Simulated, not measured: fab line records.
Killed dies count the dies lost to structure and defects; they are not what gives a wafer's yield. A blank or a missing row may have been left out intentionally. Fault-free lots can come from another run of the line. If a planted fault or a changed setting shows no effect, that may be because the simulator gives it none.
Check of tool commonality | flow gf180mcu | 12 lots and 42 wafers in the sample

## WHY IT WAS OPENED
GF_HV_LDD_THK_MEAS_57, reading HV_LDD_CVD_56_THK: flagged on 2 of 12 lots. Wafers without a fault read 90.6 nm, standard deviation 0.79.
Rule: flag the lot when none of its wafers has a number, or when each of its wafers that has one lies beyond 4 standard deviations from that mean. As for the other lots, they are considered sound.

lot  | measured     | on            | HV_LDD_CVD_56_THK (nm), wafer by wafer | flag
L461 | day 12 19:28 | film metro-04 | 89.9 90.2 90.1                         |
L463 | day 13 13:44 | film metro-01 | 89.5 89.5 89.4                         |
L464 | day 13 16:18 | film metro-04 | 92.7 92.2 92.5                         |
L465 | day 14 04:52 | film metro-02 | 89.6 89.5 89.6                         |
L466 | day 14 12:59 | film metro-04 | 89.7 90.4 90.6                         |
L469 | day 15 11:09 | film metro-02 | 90.4 90.8 90.9                         |
L471 | day 16 06:48 | film metro-02 | 91.3 90.5 91.0                         |
L473 | day 16 23:00 | film metro-01 | 90.7 90.2 90.6                         |
L475 | day 17 08:49 | film metro-04 | 98.6 98.6 99.1 98.7 98.6 99.0          | FLAGGED
L478 | day 18 10:46 | film metro-04 | 98.5 98.3 99.7 98.6 98.3 99.7          | FLAGGED
L482 | day 19 19:18 | film metro-01 | 91.9 91.7 91.6                         |
L483 | day 20 07:29 | film metro-04 | 91.2 91.0 91.1                         |
Average over the flagged lots: 98.8 nm; offset from the usual +8.2 nm, equal to +10 standard deviations.

## LOT BY LOT: THE TOOL USED
The record keeps 1 process step preceding the reading, out of 602 steps on the route. Every cell lists first the tool, next ch and the chambers used by the sampled wafers, and last the start.
lot  | flag    | GF_HV_LDD_CVD_56
L461 |         | lpcvd-02 ch 0, day 12 18:01
L463 |         | lpcvd-02 ch 0, day 13 12:18
L464 |         | lpcvd-01 ch 1, day 13 14:52
L465 |         | lpcvd-02 ch 1, day 14 03:25
L466 |         | lpcvd-02 ch 0, day 14 11:34
L469 |         | lpcvd-01 ch 0, day 15 09:43
L471 |         | lpcvd-01 ch 1, day 16 05:22
L473 |         | lpcvd-01 ch 0, day 16 21:34
L475 | FLAGGED | lpcvd-02 ch 0, day 17 07:22
L478 | FLAGGED | lpcvd-02 ch 0, day 18 09:19
L482 |         | lpcvd-01 ch 0, day 19 17:52
L483 |         | lpcvd-01 ch 0, day 20 06:03
These steps, and what they do:
- GF_HV_LDD_CVD_56: deposits Si3N4 from DCS/NH3, target thk 90 nm, time 1543 s.
- GF_HV_LDD_THK_MEAS_57

## FLAGGED OVER TOTAL, TOOL BY TOOL (the gauges that took the reading come last)
step                  | tool          | lots run | flagged | share of the flagged lots | sound lots run after its first flagged lot
GF_HV_LDD_CVD_56      | lpcvd-01      | 6        | 0       | none                      | -
GF_HV_LDD_CVD_56      | lpcvd-02      | 6        | 2       | all                       | 0
GF_HV_LDD_THK_MEAS_57 | film metro-01 | 3        | 0       | none                      | -
GF_HV_LDD_THK_MEAS_57 | film metro-02 | 3        | 0       | none                      | -
GF_HV_LDD_THK_MEAS_57 | film metro-04 | 6        | 2       | all                       | 1 (L483)

## THE TABLE: WHAT IT ALLOWS
2 rows of the table ran every flagged lot: lpcvd-02 at GF_HV_LDD_CVD_56, film metro-04 at GF_HV_LDD_THK_MEAS_57.
- lpcvd-02 at GF_HV_LDD_CVD_56 ran 6 lots, 2 of them flagged. Its last sound lot is L466 (day 14 11:34), its first flagged lot L475 (day 17 07:22): a fault that began between those two fits.
- film metro-04 at GF_HV_LDD_THK_MEAS_57 ran 6 lots, 2 of them flagged. Sound lots followed the first flagged one (L483) on it, something a lasting fault affecting the whole tool could not allow.
One tool is left: lpcvd-02 at GF_HV_LDD_CVD_56.

## WHAT THE SIMULATOR HAD INSERTED
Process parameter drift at GF_HV_LDD_CVD_56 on lpcvd-02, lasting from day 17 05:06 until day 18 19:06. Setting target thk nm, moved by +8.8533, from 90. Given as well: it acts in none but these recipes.
Lots struck among those shown: L475, L478. Same finding as the rule above.
